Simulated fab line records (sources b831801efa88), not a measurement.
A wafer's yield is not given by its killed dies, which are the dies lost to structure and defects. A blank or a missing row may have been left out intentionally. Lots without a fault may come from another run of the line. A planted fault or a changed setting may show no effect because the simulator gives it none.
Problem report in the 8D (eight disciplines) form, filled by code | flow sky130 | the parts of the form that need people (team, actions taken, sign-off) are left out

## 1. THE PROBLEM
At SKY_PAD_OPEN_PROBE_99, killed-at-front-end averages 51 over 6 wafers from 2 lots, while fault-free wafers read 15, standard deviation 4.1. Relative to the usual mean, that is a shift of +8.8 standard deviations.
First observed at day 46 18:40: wafer L125.2, on prober-01. At this step, 6 wafers from 2 lots have a number in the record. The rule behind "out" and "out of limits": a value lying over 4 standard deviations away from the usual mean. The other wafers with a number count as sound.

## 2. WHAT IT IS, WHAT IT ISN'T
question                    | is                     | is not
which readings at this step | killed-at-front-end    | killed_at_M0_to_M3, killed_at_M4_up, killed-at-other, killed-open, killed-short
which lots                  | L125, L127             | -
which wafers of those lots  | all that have a number | -
read on which tools         | prober-01              | -
when                        | from day 46 18:40      | up to then (0 sound wafers)

## 3. WHAT RULES OUT EACH SUSPECT
Counting: any tool at a process step up to the reading is kept as a suspect provided that every lot that is out went through it and no sound lot did after the first of them.
- lpcvd-02 at SKY_SONOS_ONO_CVD_02 (deposits Si3N4 from DCS/NH3, target thk 10.5 nm, time 180 s): kept. It ran every lot that is out, first L125 (day 12 17:47), and no sound lot after that.
- pvd-sputter-03 at SKY_METAL2_SPUTTER_00 (material Ti, target thk 15 nm, time 10 s): kept. It ran every lot that is out, first L125 (day 35 09:19), and no sound lot after that.
- rie-metal-02 at SKY_CAP2M_METAL_ETCH_13 (etches TiN in Cl2/BCl3, stops on SiO2, target depth 220 nm, time 62.9 s): kept. It ran every lot that is out, first L125 (day 41 22:22), and no sound lot after that.
- prober-01 at SKY_PAD_OPEN_PROBE_99: kept. It ran every lot that is out, first L125 (day 46 18:40), and no sound lot after that. On those wafers its own readings are out: killed-at-front-end.
Left after counting: lpcvd-02 at SKY_SONOS_ONO_CVD_02, pvd-sputter-03 at SKY_METAL2_SPUTTER_00, rie-metal-02 at SKY_CAP2M_METAL_ETCH_13, prober-01 at SKY_PAD_OPEN_PROBE_99.

## 4. THE CAUSE (what the simulator had put in)
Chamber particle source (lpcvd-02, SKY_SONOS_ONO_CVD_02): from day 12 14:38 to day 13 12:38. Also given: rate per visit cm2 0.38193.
This tool is one of the 4 suspects left after counting.

## 5. THE CHAIN OF EFFECTS, in route order
One row per reading whose mean, taken over the struck wafers that have a number, lies over 3 standard deviations from the usual. Only readings for which the record gives a usual standard deviation are gone through. hours: the time from each lot's start at the first step in this table that gives one to its start at this step, as a median over the lots. sigmas: the change in usual standard deviations.
hours | step                  | reading             | usual | on struck wafers | change | sigmas
0     | SKY_PAD_OPEN_PROBE_99 | killed-at-front-end | 15    | 51               | +36    | +8.8
0     | SKY_PAD_OPEN_PROBE_99 | killed-dies         | 84    | 118              | +34    | +3.6
The process steps in it:
- SKY_PAD_OPEN_PROBE_99

## 6. HOW IT WOULD HAVE BEEN CAUGHT EARLIER
In this record no reading fell out of limits until day 46 18:40, 820 hours after the fault had begun at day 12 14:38.
No tool reading at SKY_SONOS_ONO_CVD_02 that has a usual standard deviation in the record was out on any struck wafer, so an alarm limit of 4 standard deviations on those readings would not have fired.
By day 46 18:40, every lot that is out (2) had started SKY_SONOS_ONO_CVD_02 on lpcvd-02. Tool hold at that time: it would have spared none of them.
